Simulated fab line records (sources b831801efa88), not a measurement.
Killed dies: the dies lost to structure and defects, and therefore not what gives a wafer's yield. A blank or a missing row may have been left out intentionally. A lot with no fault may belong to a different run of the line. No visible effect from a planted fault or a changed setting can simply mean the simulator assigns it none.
A lot that was struck, set against a sound lot -- flow sky130 -- 15 out of 708 route steps
Sound: these wafers, L524.2, L524.3, L524.5. Struck: wafer L529.3 (L529.2, L529.6, from the same lot, were not struck and are left out); the cause is given at the end.
Per side, at each step with rows, come the tool, then ch with its chambers, and then its first start. Under that, the readings that differ: sound wafers -- struck wafers -- difference of the means -- sigmas: that difference in standard deviations of wafers without a fault.
alike: words and numbers the same on both sides, and readings whose means are apart by under 2 such deviations; not compared: readings that were withheld, readings missing a value for some wafer, numbers with overlapping values and no deviation given by the record, and bounds like >300 which may hide the same value.
The two part at a step that has a row with sigmas, a row that says differs or no value, or rows on one side only. Numbers that have no deviation but don't overlap get no sigmas and don't part them. A reading missing from all wafers of one side parts the sides only when that side holds two or more wafers.

SKY_VIA4_OVL_MEAS_11:
  sound: overlay-01 at day 44 19:17; struck: overlay-02 at day 46 02:20
  alike: VIA4_OVL
SKY_VIA4_ETCH_12: etches SiO2 in C4F8/O2/Ar, stops on TiN, target depth 580 nm.
  sound on rie_diel-03 ch 0,1,3, day 44 19:19; struck on rie_diel-02 ch 2, day 46 02:22
  alike: oes_product_au
SKY_VIA4_STRIP_13: strips in O2/N2.
  sound on plasma_asher-01 ch 0,1, day 44 19:23; struck on plasma_asher-02 ch 1, day 46 02:26
  alike: drypump_motor_current_A, oes_product_au, strip_time_to_endpoint_s
  not compared: rf_hours_counter_h
then, 3 steps without rows for these wafers: SKY_VIA4_STRIP_14 (strips in post etch residue remover, time 1200 s); SKY_VIA4_CLEAN_15 (cleans in IPA, time 180 s); SKY_VIA4_CLEAN_16 (cleans in O3/DIW).
SKY_VIA4_SPUTTER_17: material TiN, target thk 20 nm, time 80 s.
  sound: pvd_sputter-03 at day 44 20:04; struck: pvd_sputter-01 at day 46 03:04
  alike: throttle_valve_pct
then, 1 step without rows for these wafers: SKY_VIA4_CVD_18 (deposits W, target thk 505 nm, time 152.14 s).
SKY_VIA4_RS_MEAS_19: measures by four-point-probe.
  sound: film_metro-03 at day 44 20:19; struck: film_metro-04 at day 46 03:18
  alike: VIA4_W_RS
SKY_VIA4_THK_MEAS_20: measures by xrf.
  sound: film_metro-03 at day 44 20:25; struck: film_metro-04 at day 46 03:25
  alike: VIA4_W_THK
SKY_VIA4_CMP_21: polishes, stops on SiO2, t overpolish 25 s, target thk 0 nm.
  sound on cmp-02 ch 0,1,3, day 44 20:31; struck on cmp-02 ch 2, day 46 03:34
  alike: motor_current_A, overpolish_run_s, time_to_endpoint_s
then, 1 step without rows for these wafers: SKY_METAL5_SPUTTER_00 (material Ti, target thk 15 nm, time 10 s).
SKY_METAL5_SPUTTER_01: material TiN, target thk 20 nm, time 16.7 s.
  sound: pvd_sputter-02 at day 44 20:47; struck: pvd_sputter-03 at day 46 03:47
reading,sound,struck,difference,sigmas
model.TiN_of_METAL5_SPUTTER_01.thk_nm (nm),20.37 20.08 20.15,12.45,-7.75,
  alike: throttle_valve_pct
SKY_METAL5_SPUTTER_02: material AlCu, target thk 1150 nm, time 61.2 s.
  sound: pvd_sputter-02 at day 44 20:49; struck: pvd_sputter-03 at day 46 03:48
  alike: throttle_valve_pct
after that, 1 step had no rows for these wafers: SKY_PAD_OPEN_PROBE_99.

WHERE THEY PART
Nowhere in this record.

WHY: what the simulator had put in
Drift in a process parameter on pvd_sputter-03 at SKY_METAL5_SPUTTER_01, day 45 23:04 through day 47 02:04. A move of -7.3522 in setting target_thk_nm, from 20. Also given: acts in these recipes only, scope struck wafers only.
